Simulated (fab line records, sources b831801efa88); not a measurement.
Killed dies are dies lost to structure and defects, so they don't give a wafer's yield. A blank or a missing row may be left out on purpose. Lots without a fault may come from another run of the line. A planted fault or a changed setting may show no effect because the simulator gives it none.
Which tool did it? | flow sky130 | 13 lots, 39 wafers sampled, at 2 steps of a route of 708

WHAT THE GAUGES READ, wafer by wafer
SKY_VIA3_THK_MEAS_23: measures by xrf.
lot  | measured     | on            | VIA3_W_THK (nm)
L570 | day 39 19:26 | film_metro-01 | 385 398 390
L571 | day 39 20:37 | film_metro-02 | 387 385 385
L574 | day 40 03:23 | film_metro-02 | 390 382 379
L576 | day 41 01:59 | film_metro-03 | 388 386 387
L581 | day 42 12:59 | film_metro-02 | 381 380 381
L583 | day 43 06:22 | film_metro-03 | 375 380 380
L585 | day 43 18:49 | film_metro-02 | 383 380 380
L586 | day 44 14:31 | film_metro-01 | 387 393 386
L587 | day 44 15:17 | film_metro-03 | 373 371 375
L590 | day 44 23:28 | film_metro-02 | 380 379 383
L591 | day 45 10:35 | film_metro-02 | 383 385 389
L592 | day 45 15:41 | film_metro-03 | 383 383 383
L593 | day 46 05:26 | film_metro-01 | 385 391 393

WHICH TOOL RAN EACH LOT (tool, then ch and the chambers of the sampled wafers, then the start)
lot  | SKY_GATE_OXIDE_OXIDATION_16
L570 | furnace-02 ch 0, day 14 06:58
L571 | furnace-02 ch 0, day 14 06:58
L574 | furnace-02 ch 0, day 14 16:30
L576 | furnace-01 ch 0, day 15 13:32
L581 | furnace-02 ch 0, day 17 09:26
L583 | furnace-02 ch 0, day 18 00:42
L585 | furnace-01 ch 0, day 19 01:41
L586 | furnace-01 ch 0, day 19 10:04
L587 | furnace-01 ch 0, day 19 19:31
L590 | furnace-01 ch 0, day 20 12:44
L591 | furnace-02 ch 0, day 20 21:40
L592 | furnace-01 ch 0, day 21 13:20
L593 | furnace-02 ch 0, day 22 10:43
- SKY_GATE_OXIDE_OXIDATION_16: stabilise 600 s, purge 300 s, target thk 3.57 nm.

WHAT THE TOOLS THEMSELVES READ (means of the sampled wafers that have a number; where no wafer has one, the mark that the record gives instead)
The record holds no such reading with a usual standard deviation.

THE ANSWER, worked out from the rows above alone
Rule: what is usual is taken from the lots themselves. Put in order of their means at a reading, lots are off if they are a third of the lots or fewer, leave a main group of 4 or more, and stand apart from it by a gap of 3 or more times the standard deviation of the main group's means; of several such gaps the widest counts. A main group whose means are all the same, to the digits that the tables above print for the reading, isn't used. A lot without any number at a reading at which 4 lots or more have one is off too. The other lots that the step has rows for count as sound. The gauges are gone through in route order, then the tools' own readings, and for those a lot's mean is taken as printed above. The first step at which some lot is off is used, and at that step the reading that is off furthest; a lot without a number counts as furthest.
No lot is off at any reading shown: from this, nothing can be told.

WHAT THE SIMULATOR HAD PUT IN
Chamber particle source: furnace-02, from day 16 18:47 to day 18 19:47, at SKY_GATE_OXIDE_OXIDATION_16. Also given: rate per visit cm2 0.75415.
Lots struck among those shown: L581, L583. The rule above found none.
